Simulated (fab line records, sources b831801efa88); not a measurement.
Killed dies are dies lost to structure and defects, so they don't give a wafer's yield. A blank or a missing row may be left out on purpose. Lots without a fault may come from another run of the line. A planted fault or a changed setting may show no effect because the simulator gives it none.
Problem report in the 8D (eight disciplines) form, filled by code | flow sky130 | the parts of the form that need people (team, actions taken, sign-off) are left out

1. THE PROBLEM
SONOS_ONO_CVD_04_THK at SKY_SONOS_ONO_THK_MEAS_05 reads a mean of 5.23 nm on 6 wafers of 2 lots; wafers without a fault read 5.72 nm with a standard deviation of 0.088. That is -5.5 standard deviations from the usual mean.
First seen on wafer L500.2, day 16 12:59, on film_metro-03. The record holds 24 wafers of 8 lots with a number at this step. Rule for "out", or "out of limits": more than 4 standard deviations from the usual mean. The other wafers with a number count as sound.

2. WHAT IT IS AND WHAT IT IS NOT
question                    | is                           | is not
which readings at this step | SONOS_ONO_CVD_04_THK         | -
which lots                  | L500, L501                   | L486, L487, L488, L489, L490, L491
which wafers of those lots  | all that have a number       | -
read on which gauges        | film_metro-02, film_metro-03 | film_metro-04
when                        | from day 16 12:59            | up to then (18 sound wafers)

3. SUSPECTS, AND WHAT RULES EACH OUT
Counting: a tool at a process step up to the reading stays a suspect if it ran every lot that is out and no sound lot after the first of them.
- the gauge at SKY_SONOS_ONO_THK_MEAS_05: ruled out. The wafers that are out were read on 2 gauges (film_metro-02, film_metro-03).
- lpcvd-03 at SKY_SONOS_ONO_CVD_04 (deposits SiO2 from SiH4/N2O, target thk 5.7199 nm): kept. It ran every lot that is out, first L500 (day 16 11:43), and no sound lot after that; its last sound lot up to then is L491 (day 13 06:05).
Left after counting: lpcvd-03 at SKY_SONOS_ONO_CVD_04.

4. THE CAUSE (what the simulator had put in)
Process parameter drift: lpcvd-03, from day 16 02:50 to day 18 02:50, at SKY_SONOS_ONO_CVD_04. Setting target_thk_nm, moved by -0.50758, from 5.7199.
Counting left only this tool.

5. THE CHAIN OF EFFECTS, in route order
Each row: a reading whose mean over the struck wafers that have a number lies more than 3 standard deviations from the usual. Only readings for which the record gives a usual standard deviation are gone through. hours: the time from each lot's start at the first step in this table that gives one to its start at this step, as a median over the lots. sigmas: the change in usual standard deviations.
hours | step                      | reading              | usual   | on struck wafers | change | sigmas
0     | SKY_SONOS_ONO_THK_MEAS_05 | SONOS_ONO_CVD_04_THK | 5.72 nm | 5.23             | -0.49  | -5.5
Later measuring or inspecting steps at which every struck wafer that the step has a row for has a number for every such reading, and none has moved that far: SKY_METAL3_OVL_MEAS_14.

6. WHAT WOULD HAVE CAUGHT IT SOONER
In this record the first reading out of limits at a measuring or inspecting step was taken at day 16 12:59, 10 hours after the fault began at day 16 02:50.
Of the lots that are out (2), L501 began SKY_SONOS_ONO_CVD_04 on lpcvd-03 after day 16 12:59. A hold on the tool at that time would have spared it.
